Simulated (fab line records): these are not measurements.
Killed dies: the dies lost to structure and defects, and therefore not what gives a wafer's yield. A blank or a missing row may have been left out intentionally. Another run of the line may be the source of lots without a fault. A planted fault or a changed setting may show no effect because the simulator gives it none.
fab line records	flow sky130
[record] lots = 10	wafers = 30	lastDay = 50
route steps=708 shown LDD_P@265 POLY_CUT@318 SD_N@349 LI_CONTACT@376 PAD_OPEN@708
lots that met no fault: from a run of the same line without faults
startH: the number of hours between the record's first day and the start of the first shown wafer of the lot	waitH: how many hours have passed since the lot's step before this one	" repeats the value in the row above	L1.1+2: a row that stands for several wafers	- no value present, or no start provided	* or withheld: withheld	< > ~ a bound
route shown NAME@n: names a module that has steps shown in the file, with the first one's number in the route	usual: the fault-free wafers' mean and standard deviation	same: alike in all rows	chamber/n: place in a boat	sites: the reading at each site	_std_site: the standard deviation of these	_edge_site: the outer-site mean with the inner-site mean subtracted	radiusMm: how far each site lies from the wafer's centre	mask NAME#n: copy n	behind: the last tool/chamber to shape the wafer	hold: reason for holding the lot/hours on hold/outcome of the hold	device: names the non-switching transistor (n, p or np)	end of line: the tests these same wafers got at the end of their route	a step with no rows: only its recipe	killed: the dies lost at the first sort to structure and to defects; this is not the yield of the wafer	map: a wafer's dies, x killed, . not, _ none there
set.NAME: setting as actually run; set.NAME@STEP: the setting as run at that earlier step	model.NAME: the simulator's own value behind a step, which no gauge read
one table for each step of the route and one row for each wafer, over a sample of lots
services: the hour from which a tool's chamber was out of use, counted from the record's first day as startH (under 0 if before that day), plus the number of hours and why
[[steps]]
[step SKY_LDD_P_STRIP_10]
[recipe] chemistry = O2/N2	powerW = 1400	pressureMtorr = 1500	platenTempC = withheld	o2FlowSccm = 3000	n2FlowSccm = 300	overashFraction = 0.5
[usual] drypumpMotorCurrentA = 5.8/0.47	oesProductAu = 0.715/0.0047	stripTimeToEndpointS = 14.18/0.047
lot.wafer	tool	chamber	startH	waitH	drypumpMotorCurrentA	oesProductAu	rfHoursCounterH	stripTimeToEndpointS
L775.3	plasmaAsher-04	1	451.90	0.1	5.9	0.719	-	14.19
L775.5	"	0	"	"	5.5	0.720	-	14.24
L775.6	"	1	"	"	5.9	0.712	-	14.22
L776.1	plasmaAsher-04	1	464.77	0.1	5.9	0.705	4	14.27
L776.4	"	1	"	"	5.9	0.712	-	14.23
L776.5	"	1	"	"	5.9	0.718	-	14.27
L777.2	plasmaAsher-01	1	472.89	0.1	5.7	0.720	73	14.19
L777.3	"	1	"	"	5.7	0.717	-	14.22
L777.5	"	0	"	"	5.6	0.703	-	14.20
L786.2	plasmaAsher-02	1	545.57	0.1	5.1	0.716	75	14.19
L786.3	"	0	"	"	6.6	0.712	-	14.11
L786.5	"	0	"	"	6.6	0.717	-	14.12
L790.1	plasmaAsher-02	0	581.83	0.1	6.6	0.709	79	14.18
L790.3	"	1	"	"	5.1	0.715	-	14.22
L790.4	"	0	"	"	6.6	0.710	-	14.24
L791.1	plasmaAsher-02	0	584.49	0.1	6.6	0.717	79	14.16
L791.4	"	0	"	"	6.6	0.719	-	14.12
L791.5	"	0	"	"	6.6	0.718	-	14.16
L793.1	plasmaAsher-04	1	608.74	0.1	5.9	0.712	18	14.12
L793.4	"	1	"	"	5.9	0.728	-	14.15
L793.5	"	0	"	"	5.6	0.715	-	14.13
L794.2	plasmaAsher-04	1	620.58	0.1	5.9	0.719	19	14.21
L794.3	"	0	"	"	5.6	0.708	-	14.24
L794.4	"	1	"	"	5.9	0.712	-	14.18
L795.1	plasmaAsher-02	1	624.63	0.1	5.1	0.727	83	14.19
L795.2	"	0	"	"	6.6	0.716	83	14.15
L795.4	"	1	"	"	5.1	0.713	-	14.20
L796.1	plasmaAsher-01	1	638.22	0.1	5.7	0.718	91	14.19
L796.4	"	1	"	"	5.7	0.719	-	14.20
L796.6	"	1	"	"	5.7	0.709	-	14.14
[step SKY_POLY_CUT_ETCH_11]
[recipe] target = Si3N4	chemistry = CF4/CH2F2/Ar	stopOn = poly-Si	sourceW = 600	biasW = 150	pressureMtorr = 40	cf4FlowSccm = 40	ch2f2FlowSccm = 20	Ar_flow_sccm = 150	timeS = 42.5	targetDepthA = 600
[usual] biasW = 150.1/0.52	cf4FlowSccm = 39.98/0.13	drypumpMotorCurrentA = 5.7/0.41	oesProductAu = 0.830/0.0067	throttleValvePct = 14.993/0.0093
lot.wafer	tool	chamber	startH	waitH	biasW	cf4FlowSccm	drypumpMotorCurrentA	oesProductAu	rfHoursCounterH	throttleValvePct
L775.3	rieDiel-02	2	575.44	0.0	150.3	39.87	5.6	0.842	14	14.995
L775.5	"	3	"	"	149.0	39.95	5.6	0.837	-	15.007
L775.6	"	0	"	"	149.7	39.94	6.1	0.833	-	14.995
L776.1	rieDiel-01	0	592.92	0.0	149.4	39.89	6.1	0.820	1	14.989
L776.4	"	2	"	"	149.1	40.06	5.1	0.830	6	14.982
L776.5	"	1	"	"	150.4	39.95	5.1	0.821	-	14.977
L777.2	rieDiel-02	1	595.84	0.0	150.0	40.26	5.6	0.825	5	14.997
L777.3	"	2	"	"	150.4	39.91	5.6	0.817	14	15.001
L777.5	"	2	"	"	150.5	39.99	5.6	0.824	-	14.993
L786.2	rieDiel-04	2	666.12	0.0	150.1	40.05	6.2	0.837	57	15.005
L786.3	"	0	"	"	149.5	39.86	6.0	0.835	61	14.980
L786.5	"	0	"	"	149.8	40.06	6.0	0.837	-	14.981
L790.1	rieDiel-02	1	700.29	0.0	149.8	39.83	5.6	0.828	7	15.001
L790.3	"	0	"	"	150.5	40.05	6.1	0.823	10	14.978
L790.4	"	3	"	"	149.4	40.05	5.6	0.818	9	14.990
L791.1	rieDiel-01	2	702.64	0.0	150.5	40.17	5.1	0.826	8	14.990
L791.4	"	1	"	"	149.9	40.05	5.1	0.824	42	15.002
L791.5	"	2	"	"	150.3	40.12	5.1	0.835	-	14.995
L793.1	rieDiel-04	1	725.48	0.0	149.7	39.70	5.0	0.828	18	14.996
L793.4	"	1	"	"	150.5	39.77	5.0	0.836	-	14.992
L793.5	"	3	"	"	149.9	40.03	5.9	0.826	-	14.986
L794.2	rieDiel-02	1	736.11	0.0	149.8	39.97	5.6	0.834	8	15.011
L794.3	"	0	"	"	149.9	40.03	6.1	0.839	11	14.992
L794.4	"	2	"	"	149.7	39.96	5.6	0.839	18	14.986
L795.1	rieDiel-01	1	741.16	0.0	149.9	40.09	5.1	0.835	43	14.993
L795.2	"	0	"	"	150.1	39.69	6.1	0.828	3	15.008
L795.4	"	3	"	"	150.2	40.06	6.1	0.823	10	15.000
L796.1	rieDiel-01	3	755.21	0.0	150.3	40.08	6.0	0.832	11	14.993
L796.4	"	2	"	"	149.3	40.06	5.2	0.842	-	14.997
L796.6	"	3	"	"	150.5	39.97	6.0	0.828	-	14.990
[step SKY_SD_N_CD_MEAS_07]
[recipe] targetCdNm = 380
[usual] cdNm = 379.6/2.4
lot.wafer	tool	chamber	startH	waitH	cdNm
L775.3	cdSem-01	-	664.06	0.1	380.2
L775.5	"	-	"	"	379.6
L775.6	"	-	"	"	377.6
L776.1	cdSem-02	-	679.49	0.1	376.7
L776.4	"	-	"	"	375.0
L776.5	"	-	"	"	375.6
L777.2	cdSem-01	-	682.31	0.1	379.5
L777.3	"	-	"	"	379.9
L777.5	"	-	"	"	380.6
L786.2	cdSem-02	-	749.74	0.1	378.3
L786.3	"	-	"	"	381.1
L786.5	"	-	"	"	379.3
L790.1	cdSem-02	-	783.83	0.2	380.6
L790.3	"	-	"	"	378.4
L790.4	"	-	"	"	378.5
L791.1	cdSem-02	-	784.92	0.1	380.2
L791.4	"	-	"	"	382.6
L791.5	"	-	"	"	382.5
L793.1	cdSem-02	-	804.78	0.1	376.6
L793.4	"	-	"	"	376.5
L793.5	"	-	"	"	377.0
L794.2	cdSem-02	-	816.25	0.1	380.9
L794.3	"	-	"	"	382.1
L794.4	"	-	"	"	384.2
L795.1	cdSem-02	-	820.74	0.1	377.1
L795.2	"	-	"	"	375.1
L795.4	"	-	"	"	374.5
L796.1	cdSem-01	-	835.54	0.1	384.5
L796.4	"	-	"	"	382.7
L796.6	"	-	"	"	377.8
[step SKY_LI_CONTACT_ETCH_14]
[recipe] chemistry = N2/H2	target = BARC	ionEnergyEv = 200	sourceW = 500	biasW = 100	pressureMtorr = 30	n2FlowSccm = 100	h2FlowSccm = 200	stopOn = SiO2	timeS = 45.9	targetDepthA = 600
[usual] biasW = 100.02/0.3	chamberPressureMTorr = 30.000/0.025	drypumpMotorCurrentA = 5.6/0.47	oesProductAu = 0.855/0.0048	throttleValvePct = 13.225/0.0094
lot.wafer	tool	chamber	startH	waitH	biasW	chamberPressureMTorr	drypumpMotorCurrentA	oesProductAu	rfHoursCounterH	throttleValvePct
L775.3	rieDiel-01	1	694.67	0.0	99.94	29.971	5.1	0.852	42	13.224
L775.5	"	3	"	"	99.79	30.007	6.0	0.855	-	13.212
L775.6	"	0	"	"	100.18	30.011	6.1	0.853	-	13.216
L776.1	rieDiel-01	0	710.08	0.0	-	-	-	-	-	-
L776.4	"	3	"	"	-	-	-	-	-	-
L776.5	"	2	"	"	-	-	-	-	-	-
L777.2	rieDiel-03	0	712.52	0.0	-	-	-	-	-	-
L777.3	"	2	"	"	-	-	-	-	-	-
L777.5	"	2	"	"	-	-	-	-	-	-
L786.2	rieDiel-01	3	779.21	0.0	100.14	30.010	6.0	0.856	11	13.242
L786.3	"	2	"	"	99.88	29.981	5.1	0.856	10	13.229
L786.5	"	0	"	"	99.67	30.044	6.1	0.853	-	13.224
L790.1	rieDiel-04	2	812.28	0.0	99.81	29.964	6.2	0.856	2	13.222
L790.3	"	0	"	"	100.34	30.031	6.0	0.859	3	13.225
L790.4	"	3	"	"	100.10	29.992	5.9	0.854	10	13.222
L791.1	rieDiel-04	2	813.39	0.0	99.78	29.998	6.2	0.860	2	13.219
L791.4	"	0	"	"	99.80	30.017	6.0	0.856	3	13.217
L791.5	"	3	"	"	100.01	29.961	5.9	0.846	-	13.216
L793.1	rieDiel-01	2	832.65	0.0	99.68	30.019	5.2	0.844	11	13.227
L793.4	"	1	"	"	100.03	29.990	5.1	0.848	-	13.217
L793.5	"	2	"	"	100.07	30.007	5.2	0.857	-	13.237
L794.2	rieDiel-03	1	844.37	0.0	99.85	30.016	5.0	0.843	6	13.221
L794.3	"	3	"	"	100.04	30.010	5.5	0.858	16	13.211
L794.4	"	0	"	"	99.91	29.968	6.0	0.856	9	13.222
L795.1	rieDiel-01	0	848.37	0.0	100.34	30.023	6.1	0.851	5	13.231
L795.2	"	1	"	"	99.60	29.971	5.1	0.861	2	13.207
L795.4	"	3	"	"	100.36	30.038	6.0	0.855	13	13.237
L796.1	rieDiel-03	3	862.82	0.0	100.02	29.994	5.5	0.845	17	13.228
L796.4	"	1	"	"	99.81	29.990	5.0	0.859	6	13.239
L796.6	"	1	"	"	99.54	29.985	4.9	0.863	-	13.232
[step SKY_LI_CONTACT_ETCH_15]
[recipe] target = PSG	chemistry = C4F8/O2/Ar	stopOn = Si	taperDeg = 4.15	maskMaterial = KrF-thick	sourceW = 1500	biasW = 1200	pressureMtorr = 40	c4f8FlowSccm = withheld	O2_flow_sccm = 6	Ar_flow_sccm = 300	timeS = withheld	targetDepthA = 6000
[usual] biasW = 1200/4	chamberPressureMTorr = 40.00/0.035	oesProductAu = 0.837/0.0044
lot.wafer	tool	chamber	startH	waitH	biasW	chamberPressureMTorr	oesProductAu
L775.3	rieDiel-01	1	694.71	0.0	1198	39.94	0.836
L775.5	"	3	"	"	1201	40.00	0.843
L775.6	"	0	"	"	1195	40.05	0.842
L776.1	rieDiel-01	0	710.12	0.0	1208	40.00	0.377
L776.4	"	3	"	"	1202	40.05	0.374
L776.5	"	2	"	"	1204	39.93	0.377
L777.2	rieDiel-03	0	712.56	0.0	1199	39.97	0.380
L777.3	"	2	"	"	1196	40.06	0.371
L777.5	"	2	"	"	1195	39.99	0.373
L786.2	rieDiel-01	3	779.25	0.0	1209	40.01	0.833
L786.3	"	2	"	"	1197	39.94	0.828
L786.5	"	0	"	"	1197	39.97	0.825
L790.1	rieDiel-04	2	812.32	0.0	1209	39.98	0.833
L790.3	"	0	"	"	1201	40.07	0.840
L790.4	"	3	"	"	1202	39.99	0.839
L791.1	rieDiel-04	2	813.44	0.0	1196	39.95	0.839
L791.4	"	0	"	"	1203	40.02	0.840
L791.5	"	3	"	"	1197	39.98	0.832
L793.1	rieDiel-01	2	832.70	0.0	1195	40.03	0.825
L793.4	"	1	"	"	1200	40.01	0.842
L793.5	"	2	"	"	1201	40.01	0.835
L794.2	rieDiel-03	1	844.41	0.0	1194	40.04	0.840
L794.3	"	3	"	"	1197	39.94	0.831
L794.4	"	0	"	"	1196	39.98	0.839
L795.1	rieDiel-01	0	848.41	0.0	1191	39.94	0.836
L795.2	"	1	"	"	1203	40.00	0.837
L795.4	"	3	"	"	1199	40.04	0.846
L796.1	rieDiel-03	3	862.86	0.0	1196	40.02	0.833
L796.4	"	1	"	"	1202	40.02	0.837
L796.6	"	1	"	"	1202	40.00	0.842
[step SKY_LI_CONTACT_STRIP_16]
[recipe] chemistry = O2/N2	powerW = 1400	pressureMtorr = 1500	platenTempC = withheld	o2FlowSccm = 3000	n2FlowSccm = 300	overashFraction = 0.5
[usual] drypumpMotorCurrentA = 5.7/0.47	oesProductAu = 0.376/0.0052	stripTimeToEndpointS = 3.51/0.042
lot.wafer	tool	chamber	startH	waitH	drypumpMotorCurrentA	oesProductAu	rfHoursCounterH	stripTimeToEndpointS
L775.3	plasmaAsher-02	1	694.83	-	5.1	0.370	-	3.49
L775.5	"	1	"	"	5.1	0.374	-	3.48
L775.6	"	0	"	"	6.7	0.379	-	3.46
L776.1	plasmaAsher-02	0	710.21	-	6.6	0.402	89	3.90
L776.4	"	0	"	"	6.6	0.391	-	3.91
L776.5	"	1	"	"	5.1	0.394	-	3.92
L777.2	plasmaAsher-01	0	712.65	-	5.6	0.393	99	3.98
L777.3	"	0	"	"	5.7	0.397	-	3.98
L777.5	"	1	"	"	5.7	0.395	-	3.98
L786.2	plasmaAsher-01	0	779.33	-	5.6	0.365	3	3.46
L786.3	"	0	"	"	5.6	0.368	-	3.45
L786.5	"	0	"	"	5.6	0.375	-	3.44
L790.1	plasmaAsher-04	0	812.41	-	5.6	0.373	39	3.50
L790.3	"	0	"	"	5.6	0.371	-	3.47
L790.4	"	1	"	"	5.9	0.380	-	3.54
L791.1	plasmaAsher-01	1	813.52	-	5.7	0.379	7	3.55
L791.4	"	0	"	"	5.6	0.373	-	3.53
L791.5	"	0	"	"	5.6	0.378	-	3.53
L793.1	plasmaAsher-04	0	832.78	-	5.6	0.385	41	3.51
L793.4	"	1	"	"	5.9	0.380	-	3.53
L793.5	"	0	"	"	5.6	0.384	-	3.49
L794.2	plasmaAsher-04	0	844.50	-	5.6	0.380	42	3.51
L794.3	"	1	"	"	5.9	0.376	-	3.55
L794.4	"	0	"	"	5.6	0.378	-	3.52
L795.1	plasmaAsher-04	0	848.50	-	5.6	0.374	42	3.44
L795.2	"	1	"	"	5.9	0.377	42	3.45
L795.4	"	0	"	"	5.6	0.370	-	3.45
L796.1	plasmaAsher-01	1	862.95	-	5.7	0.381	12	3.61
L796.4	"	1	"	"	5.7	0.381	-	3.54
L796.6	"	1	"	"	5.7	0.374	-	3.54
[step SKY_PAD_OPEN_PROBE_99]
[usual] killed_at_M0_to_M3 = 43/7.3	killed_at_M4_up = 3.1/1.7	killedAtContacts = 25/5.3	killedAtFrontEnd = 14/4.1	killedAtOther = 0.3/0.56	killedDies = 85/9.4	killedOnRim = 17/4	killedOpen = 46/7.4	killedShort = 38/5.8
[same] grossDies = 492	killedAtBackSide = 0
lot.wafer	tool	chamber	startH	waitH	killed_at_M0_to_M3	killed_at_M4_up	killedAtContacts	killedAtFrontEnd	killedAtOther	killedDies	killedOnRim	killedOpen	killedShort
L777.2	prober-02	-	1102.21	0.1	195	68	152	14	63	492	96	44	36
L777.3	prober-02	-	1102.26	0.2	183	70	167	19	53	492	96	47	43
L777.5	prober-02	-	1102.36	0.2	206	52	165	15	54	492	96	49	40
L776.1	prober-01	-	1102.51	0.1	209	59	153	14	57	492	96	52	40
L776.4	prober-01	-	1102.66	0.2	214	53	150	18	57	492	96	58	38
L776.5	prober-01	-	1102.71	0.2	212	60	155	19	46	492	96	53	49
L796.1	prober-01	-	1204.69	0.1	58	2	21	12	0	93	18	51	42
L796.4	prober-01	-	1204.84	0.2	50	2	17	13	0	82	19	37	45
L796.6	prober-01	-	1204.94	0.2	39	3	29	12	0	83	15	45	38
// killed by level:class
L777.2 LI_CONTACT:areaEtch=76 METAL4:areaExpose=37 CAPM:areaExpose=35 VIA2:areaExpose=30 METAL3:areaExpose=30 VIA4:areaExpose=28 METAL1:areaExpose=27 METAL2:areaExpose=27
L777.3 LI_CONTACT:areaEtch=71 LOCAL_INTERCONNECT:areaExpose=37 VIA4:areaExpose=35 METAL4:areaExpose=33 CAPM:areaExpose=31 VIA2:areaExpose=31 METAL2:areaExpose=29 VIA3:areaExpose=24
L777.5 LI_CONTACT:areaEtch=83 METAL1:areaExpose=33 METAL3:areaExpose=33 VIA4:areaExpose=29 VIA3:areaExpose=29 LOCAL_INTERCONNECT:areaExpose=28 CAP2M:areaExpose=27 CAPM:areaExpose=26
L776.1 LI_CONTACT:areaEtch=67 LOCAL_INTERCONNECT:areaExpose=33 VIA4:areaExpose=30 CAP2M:areaExpose=30 VIA2:areaExpose=30 CONTACT:areaExpose=29 VIA3:areaExpose=29 METAL2:areaExpose=29
L776.4 LI_CONTACT:areaEtch=79 CAP2M:areaExpose=34 VIA3:areaExpose=30 VIA1:areaExpose=29 METAL4:areaExpose=28 METAL3:areaExpose=28 CONTACT:areaExpose=28 VIA2:areaExpose=26
L776.5 LI_CONTACT:areaEtch=78 VIA1:areaExpose=37 VIA4:areaExpose=34 LOCAL_INTERCONNECT:areaExpose=30 VIA2:areaExpose=29 METAL2:areaExpose=28 CAPM:areaExpose=26 CONTACT:areaExpose=24
L796.1 VIA1:geometricParticle:open=13 VIA3:geometricParticle:open=12 CONTACT:geometricParticle:open=9 VIA1:geometricParticle:short=8 LI_CONTACT:geometricParticle:open=6 METAL1:geometricParticle:short=6 VIA2:geometricParticle:short=6 METAL2:geometricParticle:short=6
L796.4 VIA1:geometricParticle:open=11 METAL2:geometricParticle:short=10 LOCAL_INTERCONNECT:geometricParticle:short=7 METAL1:geometricParticle:short=7 CONTACT:geometricParticle:open=6 VIA1:geometricParticle:short=6 VIA3:geometricParticle:open=5 VIA2:geometricParticle:open=4
L796.6 VIA1:geometricParticle:open=11 CONTACT:geometricParticle:open=8 METAL1:geometricParticle:short=8 LI_CONTACT:geometricParticle:short=7 LI_CONTACT:geometricParticle:open=7 CONTACT:geometricParticle:short=5 METAL1:geometricParticle:open=4 VIA1:geometricParticle:short=4
[[services]]
tool	chamber	startH	hours	kind
rieDiel-03	-	432.21	2.8	pm
rieDiel-01	2	433.39	1.3	repair
rieDiel-01	-	440.38	4.3	pm
rieDiel-04	-	442.46	0.4	repair
plasmaAsher-02	-	445.10	0.9	repair
plasmaAsher-02	-	451.31	3.3	repair
rieDiel-04	-	454.63	0.5	repair
rieDiel-03	0	463.18	26.5	repair
plasmaAsher-04	-	471.38	4.2	repair
rieDiel-01	2	490.30	2.9	repair
rieDiel-04	3	491.02	6.3	repair
rieDiel-04	-	493.25	0.5	repair
rieDiel-04	-	493.80	0.1	repair
rieDiel-01	-	527.11	14.6	pm
plasmaAsher-04	-	615.37	1.3	repair
plasmaAsher-04	-	633.65	2.2	repair
plasmaAsher-04	-	672.88	0.8	repair
rieDiel-01	0	681.68	3.2	repair
rieDiel-01	0	748.79	12.0	repair
plasmaAsher-04	-	775.43	4.1	repair
rieDiel-01	1	798.60	3.1	repair
rieDiel-01	-	819.23	2.8	pm
rieDiel-01	3	822.93	11.5	repair
rieDiel-01	1	854.74	9.0	repair
[[key]]
[firstSign] step = SKY_LI_CONTACT_ETCH_14	reading = toolRecord	direction = missing
[effect] step = SKY_LI_CONTACT_ETCH_15	reading = oesProductAu	direction = down	sigmas = 99+	usual = 0.837	struck = 0.375
[effect] step = SKY_LI_CONTACT_STRIP_16	reading = stripTimeToEndpointS	direction = up	sigmas = 10	usual = *	struck = *
[effect] step = SKY_PAD_OPEN_PROBE_99	reading = killedAtOther	direction = up	sigmas = 55	usual = 0.3	struck = 55
metAt SKY_LI_CONTACT_ETCH_14
struckLots L776,L777
laterRowsLeftOut L776.1,L776.4,L776.5,L777.2,L777.3,L777.5
testerLeftOut L776,L777
notActingAt SKY_LDD_P_STRIP_10,SKY_POLY_CUT_ETCH_11,SKY_SD_N_CD_MEAS_07
onsetBetween 694.67 710.08
[fault] kind = skippedStepWhole	tool = rieDiel-01,rieDiel-03	chamber = -	onsetH = 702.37	steps = SKY_LI_CONTACT_ETCH_14	scope = struckLotsOnly
// testerLeftOut: of these lots the tester's yield and bins aren't shown, on N5 and GAA mostly nor the transistor test; their killed dies are dies lost to structure and defects alone, not to doping, threshold or leakage, so they don't give the yield
// laterRowsLeftOut: the simulator's readings of these wafers behind a module that went badly wrong aren't trusted and aren't shown, but for the sort
